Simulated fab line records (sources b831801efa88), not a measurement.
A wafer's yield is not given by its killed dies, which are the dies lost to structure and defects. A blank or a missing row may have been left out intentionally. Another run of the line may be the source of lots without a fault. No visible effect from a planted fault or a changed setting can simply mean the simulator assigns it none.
8D (eight disciplines) problem report, filled in by code -- flow sky130 -- the parts of the form that need people (team, actions taken, sign-off) are left out

== 1. THE PROBLEM ==
Wafers with no fault read 100.0 W with a standard deviation of 0.32, whereas bias w at SKY_FIELD_ISO_ETCH_14 reads a mean of 75.3 W on 1 wafer of 1 lot. That puts it -77 standard deviations away from the usual mean.
The step: etches BARC in N2/H2, stops on SiO2, time 45.9 s, target depth 60 nm.
First seen on wafer L420.6, day 6 22:53, on rie diel-04. The record has a number at this step for 15 wafers belonging to 5 lots. By rule, "out" or "out of limits" means more than 4 standard deviations away from the usual mean. The other wafers with a number count as sound.

== 2. WHAT IT IS; WHAT IT IS NOT ==
question,is,is not
which readings at this step,bias w,"drypump motor current A, oes product au, throttle valve pct"
which lots,L420,"L399, L402, L405, L421"
which wafers of those lots,L420.6,"L420.2, L420.5"
read on which tools,rie diel-04,"rie diel-02, rie diel-03"
when,from day 6 22:53,up to then (11 sound wafers); but 3 sound wafers of L421 came after

== 3. THE SUSPECTS, EACH WITH WHAT RULES IT OUT ==
Counting: a tool at a process step up to the reading stays a suspect if it ran every lot that is out. Sound lots after the first of them don't rule it out here, since some wafers of a struck lot are sound.
- rie diel-04 at SKY_FIELD_ISO_ETCH_14 (etches BARC in N2/H2, stops on SiO2, time 45.9 s, target depth 60 nm): kept. It processed L420, the lot that is out, at day 6 22:53, and its most recent sound lot before then was L405 at day 3 16:39. Its own readings are out on those wafers: bias w.
- Within rie diel-04 at SKY_FIELD_ISO_ETCH_14: the wafers that are out ran in chamber 1; their sound lot-mates ran in chamber 0.
Remaining after the count: rie diel-04 at SKY_FIELD_ISO_ETCH_14.

== 4. THE CAUSE (what the simulator had put in) ==
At SKY_FIELD_ISO_ETCH_14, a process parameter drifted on rie diel-04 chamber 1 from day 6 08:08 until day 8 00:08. The setting bias w was moved by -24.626, starting from 100. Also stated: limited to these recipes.
This tool alone remained once counting was done.

== 5. SEQUENCE OF EFFECTS, ordered by route ==
Rows list readings where the struck wafers' mean (over those with a number) sits beyond 3 standard deviations from the usual. Readings are gone through only where the record gives a usual standard deviation; hours: the median, over the lots, of the time from a lot's start at the first step in this table giving one to that lot's start at this step; sigmas: the change measured in usual standard deviations.
hours,step,reading,usual,on struck wafers,change,sigmas
0,SKY_FIELD_ISO_ETCH_14,bias w,100.0 W,75.3,-24.7,-77
The process steps in it:
- SKY_FIELD_ISO_ETCH_14: etches BARC in N2/H2, stops on SiO2, time 45.9 s, target depth 60 nm.

== 6. HOW IT WOULD HAVE BEEN CAUGHT EARLIER ==
15 hours passed between the start of the fault at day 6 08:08 and the first reading out of limits in this record, taken at day 6 22:53.
